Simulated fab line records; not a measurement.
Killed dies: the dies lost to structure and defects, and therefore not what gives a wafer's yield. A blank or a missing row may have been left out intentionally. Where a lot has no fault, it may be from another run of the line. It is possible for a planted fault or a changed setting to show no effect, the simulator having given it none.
fab line records    flow gf180mcu
record: lots: 13  wafers: 39  last_day: 32
route steps=602 shown M3@411 V3@432
lots with no fault: from the same line, run without faults
start_h: the number of hours between the record's first day and the start of the first shown wafer of the lot    wait_h: how many hours have passed since the lot's step before this one    " same as the row above    L1.1+2: several wafers, shown together as one row    - either no value or no given start    * or withheld: withheld    < > ~ a bound
route shown NAME@n: a module of which the file shows steps, and the number in the route of the first    usual: the fault-free wafers' mean and standard deviation    same: alike in all rows    chamber/n: place in a boat    sites: readings site by site    _std_site: the values' standard deviation    _edge_site: the outer-site mean with the inner-site mean subtracted    radius_mm: for every site, how far away it sits from the centre of the wafer    mask NAME#n: copy n    behind: the last tool/chamber to shape the wafer    hold: reason for holding the lot/hours on hold/outcome of the hold    device: names the non-switching transistor (n, p or np)    end of line: at the end of the route, the tests of the same wafers    step lacking rows: just its recipe    killed: count of dies lost to structure and defects at first sort (not the wafer's yield)    map: shows each die of a wafer: x if killed, . if not, _ if none is there
set.NAME: the setting the step ran with; set.NAME@STEP: the setting that earlier step ran with    model.NAME: the simulator's own value behind a step, which no gauge read
a sample of lots followed through the steps of the route, with each step as a table and each wafer as a row
services: a tool's chamber out of use, with start hour (start_h, from the record's first day; less than 0 if before it), hours out, and reason
== steps ==
step: GF_M3_SPUTTER_02
recipe: material: AlCu  target_thk_nm: 450  power_w: 10600  time_s: 23.9  chamber_pressure_pa: 0.4
usual: throttle_valve_pct: 29.4/0.85
lot.wafer  tool            chamber  start_h  wait_h  throttle_valve_pct
L429.1     pvd_sputter-04  -        466.35   0.0     30.6
L429.2     "               -        "        "       28.3
L429.5     "               -        "        "       27.5
L432.1     pvd_sputter-04  -        492.74   0.0     29.3
L432.3     "               -        "        "       27.8
L432.6     "               -        "        "       30.6
L433.1     pvd_sputter-03  -        502.48   0.0     28.9
L433.2     "               -        "        "       30.8
L433.5     "               -        "        "       30.0
L434.3     pvd_sputter-04  -        512.09   0.0     28.8
L434.5     "               -        "        "       28.6
L434.6     "               -        "        "       29.0
L435.2     pvd_sputter-04  -        522.34   0.0     30.6
L435.3     "               -        "        "       29.2
L435.5     "               -        "        "       29.3
L436.3     pvd_sputter-02  -        534.78   0.0     29.1
L436.5     "               -        "        "       29.5
L436.6     "               -        "        "       29.4
L437.1     pvd_sputter-04  -        540.80   0.0     28.6
L437.5     "               -        "        "       28.9
L437.6     "               -        "        "       30.6
L438.1     pvd_sputter-02  -        546.08   0.0     29.3
L438.2     "               -        "        "       29.8
L438.4     "               -        "        "       29.7
L439.2     pvd_sputter-02  -        555.34   0.0     29.1
L439.3     "               -        "        "       29.5
L439.4     "               -        "        "       29.8
L441.1     pvd_sputter-02  -        572.54   0.0     29.8
L441.2     "               -        "        "       29.8
L441.5     "               -        "        "       29.7
L442.1     pvd_sputter-02  -        579.25   0.0     29.4
L442.2     "               -        "        "       28.9
L442.3     "               -        "        "       30.1
L443.2     pvd_sputter-03  -        585.75   0.0     29.1
L443.4     "               -        "        "       30.0
L443.5     "               -        "        "       29.4
L444.4     pvd_sputter-04  -        594.55   0.0     28.8
L444.5     "               -        "        "       31.0
L444.6     "               -        "        "       27.8
step: GF_M3_SPUTTER_03
recipe: material: Ti  target_thk_nm: 10  substrate_temp_c: 300  chamber_pressure_pa: 0.3  power_w: 3000  time_s: 6.7
usual: throttle_valve_pct: 29.4/0.91
lot.wafer  tool            chamber  start_h  wait_h  throttle_valve_pct
L429.1     pvd_sputter-04  -        466.38   0.0     31.1
L429.2     "               -        "        "       27.8
L429.5     "               -        "        "       28.2
L432.1     pvd_sputter-04  -        492.77   0.0     29.2
L432.3     "               -        "        "       27.7
L432.6     "               -        "        "       31.0
L433.1     pvd_sputter-03  -        502.51   0.0     29.1
L433.2     "               -        "        "       31.4
L433.5     "               -        "        "       30.0
L434.3     pvd_sputter-04  -        512.12   0.0     28.5
L434.5     "               -        "        "       28.5
L434.6     "               -        "        "       29.1
L435.2     pvd_sputter-04  -        522.37   0.0     30.7
L435.3     "               -        "        "       29.2
L435.5     "               -        "        "       29.3
L436.3     pvd_sputter-02  -        534.81   0.0     29.1
L436.5     "               -        "        "       29.6
L436.6     "               -        "        "       29.3
L437.1     pvd_sputter-04  -        540.83   0.0     28.3
L437.5     "               -        "        "       29.1
L437.6     "               -        "        "       30.7
L438.1     pvd_sputter-02  -        546.11   0.0     29.0
L438.2     "               -        "        "       29.9
L438.4     "               -        "        "       29.7
L439.2     pvd_sputter-02  -        555.37   0.0     29.1
L439.3     "               -        "        "       29.8
L439.4     "               -        "        "       29.8
L441.1     pvd_sputter-02  -        572.57   0.0     29.6
L441.2     "               -        "        "       29.8
L441.5     "               -        "        "       29.3
L442.1     pvd_sputter-02  -        579.28   0.0     29.8
L442.2     "               -        "        "       29.2
L442.3     "               -        "        "       29.9
L443.2     pvd_sputter-03  -        585.78   0.0     29.1
L443.4     "               -        "        "       30.1
L443.5     "               -        "        "       29.2
L444.4     pvd_sputter-04  -        594.58   0.0     28.4
L444.5     "               -        "        "       30.8
L444.6     "               -        "        "       27.7
step: GF_V3_THK_MEAS_03
recipe: reads: SiO2_of_V3_CVD_02
usual: V3_CVD_02_THK: 858/16
lot.wafer  tool           chamber  start_h  wait_h  V3_CVD_02_THK[nm]
L429.1     film_metro-03  -        491.90   0.0     836
L429.2     "              -        "        "       858
L429.5     "              -        "        "       853
L432.1     film_metro-03  -        517.15   0.0     858
L432.3     "              -        "        "       843
L432.6     "              -        "        "       854
L433.1     film_metro-03  -        526.80   0.0     862
L433.2     "              -        "        "       865
L433.5     "              -        "        "       859
L434.3     film_metro-03  -        536.76   0.1     849
L434.5     "              -        "        "       874
L434.6     "              -        "        "       865
L435.2     film_metro-04  -        545.82   0.0     855
L435.3     "              -        "        "       858
L435.5     "              -        "        "       873
L436.3     film_metro-04  -        558.77   0.1     879
L436.5     "              -        "        "       892
L436.6     "              -        "        "       877
L437.1     film_metro-04  -        564.20   0.0     859
L437.5     "              -        "        "       881
L437.6     "              -        "        "       862
L438.1     film_metro-03  -        569.11   0.0     863
L438.2     "              -        "        "       883
L438.4     "              -        "        "       884
L439.2     film_metro-04  -        578.59   0.0     832
L439.3     "              -        "        "       813
L439.4     "              -        "        "       855
L441.1     film_metro-03  -        594.87   0.0     846
L441.2     "              -        "        "       831
L441.5     "              -        "        "       840
L442.1     film_metro-03  -        601.61   0.0     863
L442.2     "              -        "        "       870
L442.3     "              -        "        "       863
L443.2     film_metro-02  -        608.07   0.0     858
L443.4     "              -        "        "       869
L443.5     "              -        "        "       847
L444.4     film_metro-02  -        616.10   0.0     859
L444.5     "              -        "        "       834
L444.6     "              -        "        "       864
step: GF_V3_CVD_23
recipe: material: W  target_thk_nm: 350  time_s: 104.9  temp_c: 400  pressure_torr: 40
usual: chamber_pressure_Torr: 40.00/0.085  heater_power_w: 832/89
lot.wafer  tool      chamber  start_h  wait_h  chamber_pressure_Torr  heater_power_w
L429.1     cvd_w-01  1        517.01   0.0     40.07                  709
L429.2     "         0        "        "       39.85                  920
L429.5     "         1        "        "       40.00                  706
L432.1     cvd_w-01  1        541.53   0.0     40.05                  693
L432.3     "         1        "        "       40.01                  708
L432.6     "         0        "        "       39.92                  935
L433.1     cvd_w-02  0        551.01   0.0     40.00                  843
L433.2     "         1        "        "       40.12                  850
L433.5     "         1        "        "       40.11                  838
L434.3     cvd_w-01  0        559.91   0.1     39.91                  942
L434.5     "         1        "        "       39.74                  698
L434.6     "         0        "        "       39.88                  927
L435.2     cvd_w-01  0        569.67   0.0     39.99                  923
L435.3     "         0        "        "       40.05                  939
L435.5     "         0        "        "       40.06                  913
L436.3     cvd_w-02  0        581.51   0.1     39.89                  851
L436.5     "         0        "        "       39.98                  853
L436.6     "         1        "        "       40.00                  846
L437.1     cvd_w-02  0        586.87   0.0     40.01                  835
L437.5     "         1        "        "       40.12                  834
L437.6     "         0        "        "       39.95                  830
L438.1     cvd_w-01  0        592.67   0.0     40.12                  919
L438.2     "         1        "        "       40.06                  713
L438.4     "         1        "        "       40.19                  708
L439.2     cvd_w-01  1        600.79   0.0     39.98                  713
L439.3     "         1        "        "       39.89                  720
L439.4     "         0        "        "       40.07                  922
L441.1     cvd_w-01  0        616.91   0.0     39.99                  918
L441.2     "         0        "        "       39.94                  914
L441.5     "         0        "        "       39.99                  918
L442.1     cvd_w-01  0        623.02   0.0     40.04                  944
L442.2     "         1        "        "       39.98                  718
L442.3     "         1        "        "       39.96                  700
L443.2     cvd_w-01  1        629.95   0.0     37.80                  720
L443.4     "         1        "        "       37.66                  732
L443.5     "         1        "        "       37.68                  715
L444.4     cvd_w-01  1        637.60   0.1     37.77                  728
L444.5     "         1        "        "       37.73                  724
L444.6     "         0        "        "       37.75                  941
step: GF_V3_RS_MEAS_24
recipe: thk_meas_gauge: four-point-probe  reads: W_of_V3_CVD_23+TiN_of_V3_SPUTTER_22+Ti_of_V3_SPUTTER_21
usual: V3_W_RS: 0.324/0.0038
lot.wafer  tool           chamber  start_h  wait_h  V3_W_RS[ohm/sq]
L429.1     film_metro-04  -        517.13   0.1     0.328
L429.2     "              -        "        "       0.324
L429.5     "              -        "        "       0.326
L432.1     film_metro-04  -        541.64   0.1     0.330
L432.3     "              -        "        "       0.329
L432.6     "              -        "        "       0.323
L433.1     film_metro-04  -        551.12   0.1     0.325
L433.2     "              -        "        "       0.322
L433.5     "              -        "        "       0.320
L434.3     film_metro-03  -        560.02   0.1     0.323
L434.5     "              -        "        "       0.326
L434.6     "              -        "        "       0.324
L435.2     film_metro-03  -        569.81   0.1     0.322
L435.3     "              -        "        "       0.323
L435.5     "              -        "        "       0.320
L436.3     film_metro-04  -        581.62   0.1     0.324
L436.5     "              -        "        "       0.326
L436.6     "              -        "        "       0.319
L437.1     film_metro-02  -        586.99   0.1     0.328
L437.5     "              -        "        "       0.323
L437.6     "              -        "        "       0.323
L438.1     film_metro-03  -        592.78   0.1     0.321
L438.2     "              -        "        "       0.323
L438.4     "              -        "        "       0.324
L439.2     film_metro-03  -        600.93   0.1     0.328
L439.3     "              -        "        "       0.332
L439.4     "              -        "        "       0.324
L441.1     film_metro-03  -        617.13   0.2     0.320
L441.2     "              -        "        "       0.324
L441.5     "              -        "        "       0.322
L442.1     film_metro-03  -        623.13   0.1     0.322
L442.2     "              -        "        "       0.325
L442.3     "              -        "        "       0.329
L443.2     film_metro-02  -        630.08   0.1     0.334
L443.4     "              -        "        "       0.337
L443.5     "              -        "        "       0.332
L444.4     film_metro-02  -        637.73   0.1     0.338
L444.5     "              -        "        "       0.338
L444.6     "              -        "        "       0.335
== services ==
tool            chamber  start_h  hours  kind
pvd_sputter-03  -        451.06   2.8    repair
cvd_w-02        1        463.30   12.4   repair
pvd_sputter-02  -        479.62   2.6    repair
cvd_w-01        0        521.42   4.5    repair
cvd_w-02        1        526.92   7.3    repair
pvd_sputter-02  -        532.14   1.9    repair
cvd_w-02        -        535.34   2.8    pm
pvd_sputter-03  -        538.18   0.5    repair
pvd_sputter-04  -        578.05   0.6    repair
pvd_sputter-02  -        582.16   6.3    repair
pvd_sputter-04  3        587.69   -      consumable_replace:kit
pvd_sputter-04  3        587.69   18.0   scheduled_down
pvd_sputter-04  3        587.69   18.0   vent_cycle
cvd_w-02        1        598.63   14.2   repair
pvd_sputter-03  1        601.61   -      consumable_replace:kit
pvd_sputter-03  1        601.61   18.0   scheduled_down
pvd_sputter-03  1        601.61   18.0   vent_cycle
pvd_sputter-02  -        609.45   1.8    repair
cvd_w-01        1        613.06   7.4    repair
cvd_w-02        -        635.34   1.5    repair
== key ==
first_sign: step: GF_V3_CVD_23  reading: chamber_pressure_Torr  direction: down  sigmas: 27  usual: 40.00  struck: 37.73
effect: step: GF_V3_RS_MEAS_24  reading: V3_W_RS  direction: up  sigmas: 3  usual: 0.324  struck: 0.336
met_at GF_V3_CVD_23
struck_lots L443,L444
not_acting_at GF_M3_SPUTTER_02,GF_M3_SPUTTER_03,GF_V3_THK_MEAS_03
onset_between 623.02 629.95
fault: kind: process_parameter_drift  tool: cvd_w-01  chamber: -  onset_h: 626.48  steps: GF_V3_CVD_23  channel: pressure_torr  offset: -2.2564  shape: step  end_h: 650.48  acts_in: these_recipes_only  stated: 40
